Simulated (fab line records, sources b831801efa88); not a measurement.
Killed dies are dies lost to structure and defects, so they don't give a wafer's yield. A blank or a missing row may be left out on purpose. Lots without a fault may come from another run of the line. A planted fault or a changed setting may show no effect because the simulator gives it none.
Tool commonality check | flow gf180mcu | 13 lots, 39 wafers sampled

WHY IT WAS OPENED
At GF_HV_LDD_THK_MEAS_55 the reading HV_LDD_CVD_54_THK is flagged on 3 of 13 lots. Wafers without a fault read 10.04 nm, standard deviation 0.13.
Rule: a lot is flagged when every wafer of it that has a number lies more than 4 standard deviations from that mean, or none has a number. The other lots count as sound.

lot  | measured     | on            | HV_LDD_CVD_54_THK (nm), wafer by wafer | flag
L363 | day 13 05:04 | film_metro-01 | 10.03 10.11 9.94                       |
L368 | day 14 22:36 | film_metro-04 | 19.52 19.42 19.39                      | FLAGGED
L369 | day 15 04:44 | film_metro-01 | 19.41 19.58 19.54                      | FLAGGED
L370 | day 15 17:14 | film_metro-04 | 19.51 19.36 19.47                      | FLAGGED
L371 | day 15 22:53 | film_metro-03 | 10.18 10.22 10.07                      |
L375 | day 17 04:13 | film_metro-04 | 10.15 10.08 10.17                      |
L376 | day 17 13:17 | film_metro-01 | 9.98 10.02 9.86                        |
L379 | day 18 12:56 | film_metro-04 | 10.09 10.16 10.14                      |
L380 | day 18 17:37 | film_metro-03 | 10.11 10.07 10.10                      |
L381 | day 19 06:28 | film_metro-03 | 9.92 10.13 10.10                       |
L382 | day 19 09:32 | film_metro-01 | 10.03 9.94 10.00                       |
L383 | day 19 13:13 | film_metro-01 | 10.29 10.43 10.32                      |
L384 | day 20 02:47 | film_metro-04 | 10.23 10.19 10.04                      |
The numbers of the flagged lots are 19.47 nm on average: +9.43 nm against the usual, or +73 standard deviations.

WHICH TOOL RAN EACH LOT
The record holds 2 process steps before the reading, out of a route of 602 steps. In each cell: the tool, then ch and the chambers that the sampled wafers went through, then the start.
lot  | flag    | GF_HV_LDD_RTA_52                 | GF_HV_LDD_CVD_54
L363 |         | rtp_anneal-01 ch 0, day 13 03:52 | lpcvd-02 ch 1, day 13 04:02
L368 | FLAGGED | rtp_anneal-01 ch 0, day 14 21:05 | lpcvd-02 ch 1, day 14 21:34
L369 | FLAGGED | rtp_anneal-01 ch 0, day 15 03:01 | lpcvd-02 ch 1, day 15 03:12
L370 | FLAGGED | rtp_anneal-01 ch 0, day 15 16:02 | lpcvd-02 ch 1, day 15 16:11
L371 |         | rtp_anneal-02 ch 0, day 15 21:41 | lpcvd-01 ch 0, day 15 21:50
L375 |         | rtp_anneal-01 ch 0, day 17 03:01 | lpcvd-01 ch 1, day 17 03:11
L376 |         | rtp_anneal-01 ch 0, day 17 12:05 | lpcvd-01 ch 1, day 17 12:15
L379 |         | rtp_anneal-01 ch 0, day 18 11:44 | lpcvd-01 ch 0, day 18 11:54
L380 |         | rtp_anneal-02 ch 0, day 18 15:55 | lpcvd-02 ch 0, day 18 16:05
L381 |         | rtp_anneal-01 ch 0, day 19 05:15 | lpcvd-01 ch 1, day 19 05:24
L382 |         | rtp_anneal-01 ch 0, day 19 08:19 | lpcvd-01 ch 1, day 19 08:30
L383 |         | rtp_anneal-01 ch 0, day 19 12:01 | lpcvd-02 ch 0, day 19 12:12
L384 |         | rtp_anneal-02 ch 0, day 20 01:35 | lpcvd-01 ch 0, day 20 01:45
What these steps do:
- GF_HV_LDD_RTA_52: time 10 s.
- GF_HV_LDD_CVD_54: deposits SiO2 from TEOS, target thk 10 nm, time 75 s.
- GF_HV_LDD_THK_MEAS_55

FLAGGED OVER TOTAL, TOOL BY TOOL (the gauges that took the reading come last)
step                  | tool          | lots run | flagged | share of the flagged lots | sound lots run after its first flagged lot
GF_HV_LDD_RTA_52      | rtp_anneal-01 | 10       | 3       | all                       | 6 (L375,L376,L379,L381,L382,L383)
GF_HV_LDD_RTA_52      | rtp_anneal-02 | 3        | 0       | none                      | -
GF_HV_LDD_CVD_54      | lpcvd-01      | 7        | 0       | none                      | -
GF_HV_LDD_CVD_54      | lpcvd-02      | 6        | 3       | all                       | 2 (L380,L383)
GF_HV_LDD_THK_MEAS_55 | film_metro-01 | 5        | 1       | some                      | 3 (L376,L382,L383)
GF_HV_LDD_THK_MEAS_55 | film_metro-03 | 3        | 0       | none                      | -
GF_HV_LDD_THK_MEAS_55 | film_metro-04 | 5        | 2       | some                      | 3 (L375,L379,L384)

WHAT THE TABLE ALLOWS
2 rows of the table ran every flagged lot: rtp_anneal-01 at GF_HV_LDD_RTA_52, lpcvd-02 at GF_HV_LDD_CVD_54.
- rtp_anneal-01 at GF_HV_LDD_RTA_52: 3 of its 10 lots flagged. Sound lots ran on it after the first flagged one (L375, L376, L379, L381, L382, L383), which a lasting fault on the whole tool wouldn't allow.
- lpcvd-02 at GF_HV_LDD_CVD_54: 3 of its 6 lots flagged. Sound lots ran on it after the first flagged one (L380, L383), which a lasting fault on the whole tool wouldn't allow. Its own readings lie more than 4 standard deviations out on every wafer of the flagged lots: spike_tc_bottom_C, spike_tc_centre_C, spike_tc_lower_C, spike_tc_top_C, spike_tc_upper_C, susceptor_temp_C, zone_power_centre_pct.
No row of the table ran every flagged lot and no sound lot after the first.

WHAT THE SIMULATOR HAD PUT IN
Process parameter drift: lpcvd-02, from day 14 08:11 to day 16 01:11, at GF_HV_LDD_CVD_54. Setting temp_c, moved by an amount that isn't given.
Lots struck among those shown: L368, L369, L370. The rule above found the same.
